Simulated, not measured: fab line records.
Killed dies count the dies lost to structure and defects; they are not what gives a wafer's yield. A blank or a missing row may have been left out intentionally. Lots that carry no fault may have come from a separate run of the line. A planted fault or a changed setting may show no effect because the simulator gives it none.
Which tool did it? + flow gf180mcu + at 1 step of a route of 602, 6 lots with 18 wafers sampled

WHAT EACH GAUGE READ, for each wafer
GF_CONTACT_BOW_MEAS_05.
| lot  | measured     | on           | CONTACT_BOW (um) |
|------|--------------|--------------|------------------|
| L569 | day 15 17:18 | filmMetro-04 | 65 76 73         |
| L574 | day 17 23:47 | filmMetro-01 | 56 72 71         |
| L578 | day 19 09:00 | filmMetro-03 | 68 69 77         |
| L581 | day 20 10:39 | filmMetro-04 | 75 72 71         |
| L584 | day 21 01:32 | filmMetro-03 | 69 61 69         |
| L590 | day 23 22:55 | filmMetro-01 | 63 60 62         |

WHICH TOOL RAN EACH LOT (tool, then ch and the chambers of the sampled wafers, then the start)
Record: no process step prior to these readings.

THE ANSWER, worked out from the rows above alone
Rule: the usual values come from the lots themselves. Put in order of their means at a reading, lots are off if they are a third of the lots or fewer, leave a main group of 4 or more, and stand apart from it by a gap of 3 or more times the standard deviation of the main group's means; of several such gaps the widest counts. A main group is skipped when, at the precision printed for the reading in the tables above, its means are all equal. Also off: a lot with no number at a reading for which 4 or more lots have one. Any other lot the step has rows for is counted as sound.
No lot is off on any of the readings shown, so nothing can be concluded from this.

WHAT WAS PUT IN BY THE SIMULATOR
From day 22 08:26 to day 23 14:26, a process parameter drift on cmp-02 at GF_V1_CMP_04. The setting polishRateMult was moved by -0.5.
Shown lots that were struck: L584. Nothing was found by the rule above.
